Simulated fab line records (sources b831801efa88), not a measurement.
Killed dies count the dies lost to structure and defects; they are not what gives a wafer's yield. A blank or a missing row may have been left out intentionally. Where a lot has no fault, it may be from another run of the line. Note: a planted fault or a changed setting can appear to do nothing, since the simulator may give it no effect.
Tool commonality check :: flow sky130 :: 42 wafers sampled across 14 lots

== REASON FOR OPENING ==
3 of 14 lots carry a flag on the reading DNWELL_TW at SKY_DNWELL_TW_MEAS_09. Wafers without a fault read 1110, standard deviation 5.8.
Rule: a lot is flagged in two cases, either no wafer of it has a number, or all its wafers with numbers fall more than 4 standard deviations from that mean. All remaining lots are regarded as sound.

lot: L811
measured: day 3 02:03
on: film_metro-02
DNWELL_TW, wafer by wafer: 1108 1103 1105
flag: 

lot: L812
measured: day 3 08:01
on: film_metro-03
DNWELL_TW, wafer by wafer: 1109 1106 1109
flag: 

lot: L814
measured: day 3 22:13
on: film_metro-03
DNWELL_TW, wafer by wafer: 1108 1113 1110
flag: 

lot: L818
measured: day 4 17:56
on: film_metro-02
DNWELL_TW, wafer by wafer: 1113 1110 1115
flag: 

lot: L820
measured: day 5 04:28
on: film_metro-02
DNWELL_TW, wafer by wafer: 1111 1109 1113
flag: 

lot: L823
measured: day 5 23:24
on: film_metro-02
DNWELL_TW, wafer by wafer: 1108 1111 1106
flag: 

lot: L824
measured: day 6 03:22
on: film_metro-03
DNWELL_TW, wafer by wafer: 1109 1104 1113
flag: 

lot: L825
measured: day 6 07:17
on: film_metro-04
DNWELL_TW, wafer by wafer: 1394 1392 1389
flag: FLAGGED

lot: L826
measured: day 6 14:43
on: film_metro-03
DNWELL_TW, wafer by wafer: 1111 1115 1109
flag: 

lot: L827
measured: day 6 18:07
on: film_metro-02
DNWELL_TW, wafer by wafer: 1110 1105 1106
flag: 

lot: L828
measured: day 7 00:58
on: film_metro-03
DNWELL_TW, wafer by wafer: 1111 1102 1114
flag: 

lot: L829
measured: day 7 08:50
on: film_metro-02
DNWELL_TW, wafer by wafer: 1112 1114 1120
flag: 

lot: L830
measured: day 7 16:38
on: film_metro-02
DNWELL_TW, wafer by wafer: 1395 1383 1386
flag: FLAGGED

lot: L831
measured: day 7 18:09
on: film_metro-02
DNWELL_TW, wafer by wafer: 1379 1378 1371
flag: FLAGGED
On average the flagged lots' numbers are 1385, which is +275 against the usual, or +47 standard deviations.

== WHICH TOOL RAN EACH LOT ==
The record holds 1 process step before the reading, out of a route of 708 steps. Read each cell as the tool, then ch plus the chambers that the sampled wafers visited, then the start.
lot: L811
flag: 
SKY_DNWELL_IMPLANT_07: implanter-03 ch 0, day 3 01:51

lot: L812
flag: 
SKY_DNWELL_IMPLANT_07: implanter-01 ch 0, day 3 07:47

lot: L814
flag: 
SKY_DNWELL_IMPLANT_07: implanter-02 ch 0, day 3 21:59

lot: L818
flag: 
SKY_DNWELL_IMPLANT_07: implanter-02 ch 0, day 4 17:41

lot: L820
flag: 
SKY_DNWELL_IMPLANT_07: implanter-03 ch 0, day 5 04:14

lot: L823
flag: 
SKY_DNWELL_IMPLANT_07: implanter-02 ch 0, day 5 23:10

lot: L824
flag: 
SKY_DNWELL_IMPLANT_07: implanter-01 ch 0, day 6 03:08

lot: L825
flag: FLAGGED
SKY_DNWELL_IMPLANT_07: implanter-03 ch 0, day 6 06:37

lot: L826
flag: 
SKY_DNWELL_IMPLANT_07: implanter-01 ch 0, day 6 14:29

lot: L827
flag: 
SKY_DNWELL_IMPLANT_07: implanter-02 ch 0, day 6 17:52

lot: L828
flag: 
SKY_DNWELL_IMPLANT_07: implanter-03 ch 0, day 7 00:44

lot: L829
flag: 
SKY_DNWELL_IMPLANT_07: implanter-02 ch 0, day 7 08:37

lot: L830
flag: FLAGGED
SKY_DNWELL_IMPLANT_07: implanter-02 ch 0, day 7 16:04

lot: L831
flag: FLAGGED
SKY_DNWELL_IMPLANT_07: implanter-02 ch 0, day 7 17:37
What is done by these steps:
- SKY_DNWELL_IMPLANT_07
- SKY_DNWELL_TW_MEAS_09

== FLAGGED OVER TOTAL, TOOL BY TOOL (the gauges that took the reading come last) ==
step: SKY_DNWELL_IMPLANT_07
tool: implanter-01
lots run: 3
flagged: 0
share of the flagged lots: none
sound lots run after its first flagged lot: -

step: SKY_DNWELL_IMPLANT_07
tool: implanter-02
lots run: 7
flagged: 2
share of the flagged lots: some
sound lots run after its first flagged lot: 0

step: SKY_DNWELL_IMPLANT_07
tool: implanter-03
lots run: 4
flagged: 1
share of the flagged lots: some
sound lots run after its first flagged lot: 1 (L828)

step: SKY_DNWELL_TW_MEAS_09
tool: film_metro-02
lots run: 8
flagged: 2
share of the flagged lots: some
sound lots run after its first flagged lot: 0

step: SKY_DNWELL_TW_MEAS_09
tool: film_metro-03
lots run: 5
flagged: 0
share of the flagged lots: none
sound lots run after its first flagged lot: -

step: SKY_DNWELL_TW_MEAS_09
tool: film_metro-04
lots run: 1
flagged: 1
share of the flagged lots: some
sound lots run after its first flagged lot: 0

== THE TABLE: WHAT IT ALLOWS ==
No row of the table ran every flagged lot.

== WHAT THE SIMULATOR PUT IN ==
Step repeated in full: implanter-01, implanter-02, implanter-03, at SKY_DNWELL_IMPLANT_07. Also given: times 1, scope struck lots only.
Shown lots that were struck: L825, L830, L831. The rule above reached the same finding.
